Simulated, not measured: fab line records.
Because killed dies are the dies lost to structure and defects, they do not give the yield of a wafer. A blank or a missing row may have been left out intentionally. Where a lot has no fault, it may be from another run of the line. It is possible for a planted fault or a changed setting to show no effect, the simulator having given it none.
What tool caused it? :: flow gf180mcu :: 13 lots with 39 wafers sampled at 5 steps, on a route of 602 steps

## WHAT THE GAUGES READ, wafer by wafer
GF_VT_IMPLANT_TW_MEAS_32.
lot: L724
measured: day 7 05:56
on: filmMetro-02
VT_IMPLANT_3_TW: 265.2 265.8 266.8

lot: L725
measured: day 7 08:20
on: filmMetro-02
VT_IMPLANT_3_TW: 267.5 267.1 266.7

lot: L727
measured: day 7 13:09
on: filmMetro-04
VT_IMPLANT_3_TW: 272.1 270.0 270.3

lot: L731
measured: day 9 01:32
on: filmMetro-01
VT_IMPLANT_3_TW: 270.9 271.1 271.1

lot: L734
measured: day 9 20:03
on: filmMetro-01
VT_IMPLANT_3_TW: 271.6 271.7 270.8

lot: L735
measured: day 10 00:21
on: filmMetro-01
VT_IMPLANT_3_TW: 271.2 268.5 271.3

lot: L737
measured: day 10 14:04
on: filmMetro-02
VT_IMPLANT_3_TW: 263.5 265.2 265.6

lot: L738
measured: day 10 23:29
on: filmMetro-02
VT_IMPLANT_3_TW: 263.2 263.6 264.3

lot: L739
measured: day 10 23:47
on: filmMetro-01
VT_IMPLANT_3_TW: 271.2 270.7 271.1

lot: L740
measured: day 11 06:53
on: filmMetro-04
VT_IMPLANT_3_TW: 270.1 270.0 270.2

lot: L741
measured: day 11 14:38
on: filmMetro-02
VT_IMPLANT_3_TW: 268.7 268.9 268.1

lot: L742
measured: day 11 20:25
on: filmMetro-01
VT_IMPLANT_3_TW: 271.9 271.7 271.9

lot: L744
measured: day 12 05:53
on: filmMetro-04
VT_IMPLANT_3_TW: 271.4 271.6 270.1

GF_DUAL_GATE_OVL_MEAS_11.
lot: L724
measured: day 8 16:17
on: overlay-01
DUAL_GATE_OVL (nm): 1.2 -0.2 0.1

lot: L725
measured: day 8 20:37
on: overlay-01
DUAL_GATE_OVL (nm): -1.8 -0.8 -0.6

lot: L727
measured: day 8 23:29
on: overlay-01
DUAL_GATE_OVL (nm): -0.7 1.2 0.9

lot: L731
measured: day 10 15:13
on: overlay-02
DUAL_GATE_OVL (nm): -0.5 -0.1 1.2

lot: L734
measured: day 11 14:01
on: overlay-02
DUAL_GATE_OVL (nm): -0.9 -0.6 -0.2

lot: L735
measured: day 11 18:10
on: overlay-02
DUAL_GATE_OVL (nm): 0.8 0.2 1.9

lot: L737
measured: day 12 05:53
on: overlay-02
DUAL_GATE_OVL (nm): 1.9 -0.3 -0.6

lot: L738
measured: day 12 18:46
on: overlay-02
DUAL_GATE_OVL (nm): -2.2 -1.2 0.0

lot: L739
measured: day 12 18:28
on: overlay-02
DUAL_GATE_OVL (nm): -1.1 0.0 -1.6

lot: L740
measured: day 13 01:01
on: overlay-02
DUAL_GATE_OVL (nm): 0.4 -2.0 -1.1

lot: L741
measured: day 13 06:54
on: overlay-01
DUAL_GATE_OVL (nm): 1.6 1.2 1.4

lot: L742
measured: day 13 11:41
on: overlay-02
DUAL_GATE_OVL (nm): 1.2 2.2 1.0

lot: L744
measured: day 14 01:31
on: overlay-01
DUAL_GATE_OVL (nm): 1.2 0.6 1.1

GF_POLY_GATE_THK_MEAS_01.
lot: L724
measured: day 8 20:11
on: filmMetro-04
POLY_GATE_CVD_00_THK (nm): 198.6 200.3 199.0

lot: L725
measured: day 8 23:51
on: filmMetro-01
POLY_GATE_CVD_00_THK (nm): 199.5 199.6 198.9

lot: L727
measured: day 9 03:17
on: filmMetro-03
POLY_GATE_CVD_00_THK (nm): 201.5 199.9 200.4

lot: L731
measured: day 10 22:31
on: filmMetro-01
POLY_GATE_CVD_00_THK (nm): 203.5 203.8 205.3

lot: L734
measured: day 11 18:21
on: filmMetro-01
POLY_GATE_CVD_00_THK (nm): 207.9 210.2 229.9

lot: L735
measured: day 12 00:59
on: filmMetro-01
POLY_GATE_CVD_00_THK (nm): 207.1 209.4 225.3

lot: L737
measured: day 12 10:29
on: filmMetro-04
POLY_GATE_CVD_00_THK (nm): 199.1 198.6 198.8

lot: L738
measured: day 12 22:31
on: filmMetro-04
POLY_GATE_CVD_00_THK (nm): 199.9 200.4 200.0

lot: L739
measured: day 12 22:31
on: filmMetro-03
POLY_GATE_CVD_00_THK (nm): 199.3 197.7 197.3

lot: L740
measured: day 13 04:11
on: filmMetro-03
POLY_GATE_CVD_00_THK (nm): 202.2 203.8 202.6

lot: L741
measured: day 13 11:17
on: filmMetro-04
POLY_GATE_CVD_00_THK (nm): 199.7 199.4 199.9

lot: L742
measured: day 13 15:31
on: filmMetro-04
POLY_GATE_CVD_00_THK (nm): 200.1 202.9 201.0

lot: L744
measured: day 14 05:47
on: filmMetro-03
POLY_GATE_CVD_00_THK (nm): 201.8 202.3 203.3

GF_POLY_GATE_CD_MEAS_18.
lot: L724
measured: day 9 14:59
on: cdSem-02
cdNm (nm): 279.4 279.2 279.0

lot: L725
measured: day 9 18:03
on: cdSem-01
cdNm (nm): 279.8 278.8 278.7

lot: L727
measured: day 9 23:00
on: cdSem-01
cdNm (nm): 282.3 280.6 281.1

lot: L731
measured: day 11 21:30
on: cdSem-02
cdNm (nm): 280.5 281.8 280.7

lot: L734
measured: day 12 14:20
on: cdSem-02
cdNm (nm): 280.9 276.7 277.9

lot: L735
measured: day 12 23:03
on: cdSem-01
cdNm (nm): 279.5 277.4 279.1

lot: L737
measured: day 13 07:17
on: cdSem-01
cdNm (nm): 279.2 275.9 281.5

lot: L738
measured: day 13 21:47
on: cdSem-02
cdNm (nm): 278.7 280.9 281.1

lot: L739
measured: day 13 20:32
on: cdSem-02
cdNm (nm): 280.5 280.6 283.0

lot: L740
measured: day 14 03:26
on: cdSem-02
cdNm (nm): 278.0 280.2 282.2

lot: L741
measured: day 14 09:59
on: cdSem-02
cdNm (nm): 280.5 279.1 277.5

lot: L742
measured: day 14 13:41
on: cdSem-01
cdNm (nm): 278.5 280.1 276.7

lot: L744
measured: day 15 03:46
on: cdSem-01
cdNm (nm): 281.4 284.4 279.4

## WHAT TOOL EACH LOT RAN ON (gives the tool, then ch and the chambers of the sampled wafers, and finally the start)
lot: L724
GF_POLY_GATE_CVD_00: lpcvd-02 ch 0, day 8 18:10

lot: L725
GF_POLY_GATE_CVD_00: lpcvd-01 ch 1, day 8 22:29

lot: L727
GF_POLY_GATE_CVD_00: lpcvd-01 ch 1, day 9 01:56

lot: L731
GF_POLY_GATE_CVD_00: lpcvd-02 ch 1, day 10 21:10

lot: L734
GF_POLY_GATE_CVD_00: lpcvd-01 ch 1, day 11 17:01

lot: L735
GF_POLY_GATE_CVD_00: lpcvd-01 ch 0, day 11 22:59

lot: L737
GF_POLY_GATE_CVD_00: lpcvd-02 ch 0, day 12 09:08

lot: L738
GF_POLY_GATE_CVD_00: lpcvd-02 ch 1, day 12 21:10

lot: L739
GF_POLY_GATE_CVD_00: lpcvd-02 ch 1, day 12 21:10

lot: L740
GF_POLY_GATE_CVD_00: lpcvd-02 ch 0, day 13 02:51

lot: L741
GF_POLY_GATE_CVD_00: lpcvd-02 ch 1, day 13 09:56

lot: L742
GF_POLY_GATE_CVD_00: lpcvd-02 ch 0, day 13 14:10

lot: L744
GF_POLY_GATE_CVD_00: lpcvd-02 ch 1, day 14 04:26
- GF_POLY_GATE_CVD_00: deposits poly-Si, target thk 200 nm, time 1200 s.

## WHAT THE TOOLS THEMSELVES READ (means of the sampled wafers that have a number; where no wafer has one, the mark that the record gives instead)
GF_POLY_GATE_CVD_00.
lot: L724
tool: lpcvd-02
spikeTcCentreC (C): 621.5
spikeTcLowerC (C): 621.4
spikeTcUpperC (C): 620.0
susceptorTempC (C): 620.0
zonePowerCentrePct (%): 7.4
zonePowerTopPct (%): 25.1
zonePowerUpperPct (%): 8.5

lot: L725
tool: lpcvd-01
spikeTcCentreC (C): 620.2
spikeTcLowerC (C): 621.6
spikeTcUpperC (C): 619.1
susceptorTempC (C): 620.1
zonePowerCentrePct (%): 8.0
zonePowerTopPct (%): 20.3
zonePowerUpperPct (%): 8.6

lot: L727
tool: lpcvd-01
spikeTcCentreC (C): 620.3
spikeTcLowerC (C): 620.3
spikeTcUpperC (C): 618.2
susceptorTempC (C): 619.9
zonePowerCentrePct (%): 8.0
zonePowerTopPct (%): 20.4
zonePowerUpperPct (%): 8.5

lot: L731
tool: lpcvd-02
spikeTcCentreC (C): 622.8
spikeTcLowerC (C): 620.6
spikeTcUpperC (C): 621.0
susceptorTempC (C): 620.4
zonePowerCentrePct (%): 9.5
zonePowerTopPct (%): 21.7
zonePowerUpperPct (%): 7.6

lot: L734
tool: lpcvd-01
spikeTcCentreC (C): 639.8
spikeTcLowerC (C): 617.9
spikeTcUpperC (C): 616.3
susceptorTempC (C): 620.5
zonePowerCentrePct (%): 11.0
zonePowerTopPct (%): 20.6
zonePowerUpperPct (%): 6.8

lot: L735
tool: lpcvd-01
spikeTcCentreC (C): 640.8
spikeTcLowerC (C): 617.5
spikeTcUpperC (C): 615.8
susceptorTempC (C): 619.8
zonePowerCentrePct (%): 14.2
zonePowerTopPct (%): 17.7
zonePowerUpperPct (%): 6.2

lot: L737
tool: lpcvd-02
spikeTcCentreC (C): 621.4
spikeTcLowerC (C): 620.5
spikeTcUpperC (C): 620.8
susceptorTempC (C): 619.8
zonePowerCentrePct (%): 7.4
zonePowerTopPct (%): 25.3
zonePowerUpperPct (%): 8.5

lot: L738
tool: lpcvd-02
spikeTcCentreC (C): 622.8
spikeTcLowerC (C): 620.3
spikeTcUpperC (C): 620.5
susceptorTempC (C): 620.5
zonePowerCentrePct (%): 9.4
zonePowerTopPct (%): 21.5
zonePowerUpperPct (%): 7.6

lot: L739
tool: lpcvd-02
spikeTcCentreC (C): 622.6
spikeTcLowerC (C): 619.9
spikeTcUpperC (C): 620.2
susceptorTempC (C): 620.4
zonePowerCentrePct (%): 9.5
zonePowerTopPct (%): 21.6
zonePowerUpperPct (%): 7.6

lot: L740
tool: lpcvd-02
spikeTcCentreC (C): 621.3
spikeTcLowerC (C): 621.7
spikeTcUpperC (C): 620.3
susceptorTempC (C): 620.1
zonePowerCentrePct (%): 7.3
zonePowerTopPct (%): 25.2
zonePowerUpperPct (%): 8.5

lot: L741
tool: lpcvd-02
spikeTcCentreC (C): 623.3
spikeTcLowerC (C): 619.4
spikeTcUpperC (C): 620.3
susceptorTempC (C): 619.9
zonePowerCentrePct (%): 9.4
zonePowerTopPct (%): 21.4
zonePowerUpperPct (%): 7.6

lot: L742
tool: lpcvd-02
spikeTcCentreC (C): 622.1
spikeTcLowerC (C): 620.6
spikeTcUpperC (C): 619.5
susceptorTempC (C): 619.6
zonePowerCentrePct (%): 7.4
zonePowerTopPct (%): 25.2
zonePowerUpperPct (%): 8.5

lot: L744
tool: lpcvd-02
spikeTcCentreC (C): 622.9
spikeTcLowerC (C): 620.7
spikeTcUpperC (C): 619.9
susceptorTempC (C): 620.6
zonePowerCentrePct (%): 9.3
zonePowerTopPct (%): 21.6
zonePowerUpperPct (%): 7.5

## THE ANSWER, worked out from the rows above alone
Rule: what is usual is taken from the lots themselves. Put in order of their means at a reading, lots are off if they are a third of the lots or fewer, leave a main group of 4 or more, and stand apart from it by a gap of 3 or more times the standard deviation of the main group's means; of several such gaps the widest counts. A main group is skipped when, at the precision printed for the reading in the tables above, its means are all equal. Also off: a lot with no number at a reading for which 4 or more lots have one. The other lots that the step has rows for count as sound. First the gauges in route order, then the tools' own readings, where a lot's mean is used as printed above. The first step at which some lot is off is used, and at that step the reading that is off furthest; a lot without a number counts as furthest.
Off: L734, L735, seen at GF_POLY_GATE_THK_MEAS_01 (POLY_GATE_CVD_00_THK). Main group: mean 200.6 nm, sd 1.8.
A tool fits if, at a process step before that reading, it ran every lot that is off, and no sound lot after the first of them. The gauges at GF_POLY_GATE_THK_MEAS_01 aren't tried: what is off there is off at GF_POLY_GATE_CVD_00 too, on other tools, and a gauge's error can't cause that. One candidate fits, namely lpcvd-01 at GF_POLY_GATE_CVD_00. A fault onset in the window from L727 (day 9 01:56, its last sound lot) to L734 (day 11 17:01, its first lot off) fits.
The tool's own readings at GF_POLY_GATE_CVD_00 bear it out: on the lots that are off they differ by more than 5 times the standard deviation of the sound lots' means. spikeTcCentreC reads 640.3 C there against 621.9 C on the sound lots; spikeTcUpperC reads 616.0 C there against 620.0 C on the sound lots.

## WHAT THE SIMULATOR HAD PUT IN
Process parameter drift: lpcvd-01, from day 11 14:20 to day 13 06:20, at GF_POLY_GATE_CVD_00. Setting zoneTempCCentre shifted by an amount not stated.
Struck lots among those shown: L734, L735. Same finding as the rule above.
